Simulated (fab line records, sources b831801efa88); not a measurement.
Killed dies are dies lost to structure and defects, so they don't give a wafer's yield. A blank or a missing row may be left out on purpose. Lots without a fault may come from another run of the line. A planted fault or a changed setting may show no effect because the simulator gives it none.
Which tool did it? | flow gf180mcu | 7 lots, 21 wafers sampled, at 2 steps of a route of 602

WHAT THE GAUGES READ, wafer by wafer
GF_M4_THK_MEAS_06: measures by xrf.
lot  | measured     | on            | M4_ALCU_THK (nm)
L755 | day 23 04:45 | film_metro-03 | 454 453 453
L758 | day 24 08:53 | film_metro-04 | 453 451 447
L760 | day 24 21:22 | film_metro-04 | 455 452 454
L762 | day 25 17:57 | film_metro-02 | 444 440 446
L769 | day 27 18:02 | film_metro-03 | 447 442 441
L773 | day 29 01:19 | film_metro-03 | 450 452 449
L776 | day 29 19:05 | film_metro-02 | 441 440 448

WHICH TOOL RAN EACH LOT (tool, then ch and the chambers of the sampled wafers, then the start)
lot  | GF_M4_SPUTTER_00
L755 | pvd_sputter-04, day 23 04:25
L758 | pvd_sputter-02, day 24 08:33
L760 | pvd_sputter-04, day 24 21:01
L762 | pvd_sputter-01, day 25 17:35
L769 | pvd_sputter-02, day 27 17:41
L773 | pvd_sputter-01, day 29 00:59
L776 | pvd_sputter-02, day 29 18:43
- GF_M4_SPUTTER_00: material Ti, target thk 37.5 nm, time 150 s.

THE ANSWER, worked out from the rows above alone
Rule: what is usual is taken from the lots themselves. Put in order of their means at a reading, lots are off if they are a third of the lots or fewer, leave a main group of 4 or more, and stand apart from it by a gap of 3 or more times the standard deviation of the main group's means; of several such gaps the widest counts. A main group whose means are all the same, to the digits that the tables above print for the reading, isn't used. A lot without any number at a reading at which 4 lots or more have one is off too. The other lots that the step has rows for count as sound.
No lot is off at any reading shown: from this, nothing can be told.

WHAT THE SIMULATOR HAD PUT IN
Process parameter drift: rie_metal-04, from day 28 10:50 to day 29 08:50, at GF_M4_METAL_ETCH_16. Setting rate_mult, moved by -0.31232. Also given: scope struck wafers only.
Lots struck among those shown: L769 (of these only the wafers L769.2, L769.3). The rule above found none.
